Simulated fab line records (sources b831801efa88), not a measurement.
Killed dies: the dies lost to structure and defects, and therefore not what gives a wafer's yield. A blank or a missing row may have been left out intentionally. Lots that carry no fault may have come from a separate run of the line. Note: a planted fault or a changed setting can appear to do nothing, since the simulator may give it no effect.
Which of the tools did it? + flow gf180mcu + 14 lots with 42 wafers sampled at 3 steps, on a route of 602 steps

== WHAT EACH GAUGE READ, for each wafer ==
GF_VT_IMPLANT_RS_MEAS_48: measurement is done with a four-point probe. Usual: LVPWELL_RS typically reads 1197 ohm/sq, with standard deviation 3.6.
| lot  | measured     | on           | LVPWELL_RS (ohm/sq) | flag |
|------|--------------|--------------|---------------------|------|
| L940 | day 8 03:14  | filmMetro-01 | 1193 1191 1193      |      |
| L941 | day 8 06:11  | filmMetro-03 | 1201 1201 1201      |      |
| L942 | day 8 11:01  | filmMetro-01 | 1199 1194 1194      |      |
| L944 | day 9 02:38  | filmMetro-02 | 1198 1199 1193      |      |
| L945 | day 9 14:35  | filmMetro-01 | 1195 1196 1195      |      |
| L947 | day 10 13:32 | filmMetro-01 | 1193 1194 1194      |      |
| L949 | day 10 19:59 | filmMetro-03 | 1200 1197 1200      |      |
| L948 | day 10 21:33 | filmMetro-02 | 1196 1200 1198      |      |
| L950 | day 11 07:50 | filmMetro-02 | 1199 1199 1198      |      |
| L954 | day 12 06:57 | filmMetro-03 | 1199 1199 1197      |      |
| L957 | day 12 21:41 | filmMetro-01 | 1154 1157 1160      | OFF  |
| L958 | day 13 06:25 | filmMetro-03 | 1197 1197 1200      |      |
| L959 | day 13 16:39 | filmMetro-01 | 1160 1161 1162      | OFF  |
| L960 | day 13 17:42 | filmMetro-01 | 1162 1161 1159      | OFF  |

GF_NSD_CD_MEAS_07 targets a cd of 400 nm. Usual: cdNm at 400.8 nm, with a standard deviation of 2.
| lot  | measured     | on       | cdNm (nm)         | flag |
|------|--------------|----------|-------------------|------|
| L940 | day 13 23:56 | cdSem-01 | 399.6 398.2 397.4 |      |
| L941 | day 14 04:08 | cdSem-02 | 402.3 399.5 400.9 |      |
| L942 | day 14 17:23 | cdSem-01 | 402.3 399.5 400.0 |      |
| L944 | day 15 08:19 | cdSem-02 | 400.4 400.8 401.8 |      |
| L945 | day 15 23:08 | cdSem-02 | 397.7 400.8 397.8 |      |
| L947 | day 17 02:40 | cdSem-01 | 401.3 401.1 403.1 |      |
| L949 | day 17 04:21 | cdSem-02 | 406.3 401.5 404.9 |      |
| L948 | day 17 09:51 | cdSem-02 | 405.2 402.9 402.5 |      |
| L950 | day 17 23:08 | cdSem-01 | 402.3 401.8 401.1 |      |
| L954 | day 19 05:01 | cdSem-01 | 399.0 399.0 399.7 |      |
| L957 | day 19 23:47 | cdSem-02 | 397.4 396.1 398.7 |      |
| L958 | day 20 08:35 | cdSem-01 | 401.8 402.8 399.5 |      |
| L959 | day 21 00:16 | cdSem-01 | 399.6 399.5 402.9 |      |
| L960 | day 21 00:56 | cdSem-02 | 402.1 400.5 400.2 |      |

== WHICH TOOL RAN EACH LOT (tool, then ch and the chambers of the sampled wafers, then the start) ==
| lot  | GF_LVPWELL_IMPLANT_08          |
|------|--------------------------------|
| L940 | implanter-04 ch 0, day 4 11:02 |
| L941 | implanter-04 ch 0, day 4 12:22 |
| L942 | implanter-01 ch 0, day 4 17:02 |
| L944 | implanter-04 ch 0, day 5 04:53 |
| L945 | implanter-01 ch 0, day 5 16:02 |
| L947 | implanter-02 ch 0, day 6 09:49 |
| L949 | implanter-01 ch 0, day 6 14:19 |
| L948 | implanter-04 ch 0, day 6 14:40 |
| L950 | implanter-04 ch 0, day 6 23:02 |
| L954 | implanter-02 ch 0, day 7 19:10 |
| L957 | implanter-01 ch 0, day 8 07:22 |
| L958 | implanter-02 ch 0, day 8 13:13 |
| L959 | implanter-01 ch 0, day 8 23:16 |
| L960 | implanter-01 ch 0, day 9 00:19 |
- GF_LVPWELL_IMPLANT_08

== WHAT THE TOOLS THEMSELVES READ (means of the sampled wafers that have a number; where no wafer has one, the mark that the record gives instead) ==
GF_LVPWELL_IMPLANT_08. Usual: beamEnergyKeV 169.99, standard deviation 0.052; doseIonsCm2 1.4999e+13, standard deviation 1.6e+10; tiltDeg 0.001 degrees, standard deviation 0.017.
| lot  | tool         | beamEnergyKeV | doseIonsCm2 | tiltDeg (degrees) | flag |
|------|--------------|---------------|-------------|-------------------|------|
| L940 | implanter-04 | 170.03        | 1.4996e+13  | 0.009             |      |
| L941 | implanter-04 | 169.98        | 1.5011e+13  | -0.002            |      |
| L942 | implanter-01 | 170.03        | 1.5012e+13  | 0.024             |      |
| L944 | implanter-04 | 170.00        | 1.5021e+13  | 0.003             |      |
| L945 | implanter-01 | 170.01        | 1.4992e+13  | -0.006            |      |
| L947 | implanter-02 | 170.00        | 1.4986e+13  | -0.004            |      |
| L949 | implanter-01 | 169.97        | 1.5011e+13  | -0.007            |      |
| L948 | implanter-04 | 170.04        | 1.4999e+13  | 0.006             |      |
| L950 | implanter-04 | 169.92        | 1.5001e+13  | 0.023             |      |
| L954 | implanter-02 | 170.05        | 1.5000e+13  | 0.003             |      |
| L957 | implanter-01 | 198.36        | 1.5008e+13  | 0.001             | OFF  |
| L958 | implanter-02 | 170.01        | 1.4991e+13  | 0.017             |      |
| L959 | implanter-01 | 198.31        | 1.4985e+13  | 0.007             | OFF  |
| L960 | implanter-01 | 198.37        | 1.5011e+13  | 0.010             | OFF  |

== THE ANSWER, worked out from the rows above alone ==
Rule: a lot is off if the mean of its wafers that have a number lies more than 3 standard deviations from the usual mean. Also off: a lot with no number at a reading for which 4 or more lots have one. The other lots that the step has rows for count as sound. After the gauges, taken in route order, come the tools' own readings; for these a lot's mean is taken, as printed above. The first step at which some lot is off is used, and at that step the reading that is off furthest; a lot without a number counts as furthest.
Off: at GF_VT_IMPLANT_RS_MEAS_48 (LVPWELL_RS), L957, L959, L960.
A tool fits if, at a process step before that reading, it ran every lot that is off, and no sound lot after the first of them. Not tried: the gauges at GF_VT_IMPLANT_RS_MEAS_48; whatever is off there is also off at GF_LVPWELL_IMPLANT_08, on other tools, and gauge error can't account for it. One fits: GF_LVPWELL_IMPLANT_08 on implanter-01. A fault onset in the window from L949 (day 6 14:19, its last sound lot) to L957 (day 8 07:22, its first lot off) fits.
The tool's own readings at GF_LVPWELL_IMPLANT_08 bear it out: on the lots that are off they differ by more than 5 times the standard deviation of the sound lots' means. beamEnergyKeV reads 198.35 there against 170.00 on the sound lots.

== WHAT HAD BEEN PUT IN BY THE SIMULATOR ==
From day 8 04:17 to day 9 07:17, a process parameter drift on implanter-01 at GF_LVPWELL_IMPLANT_08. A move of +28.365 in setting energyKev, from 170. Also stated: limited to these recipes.
Struck lots among those shown: L957, L959, L960. The rule above found the same.
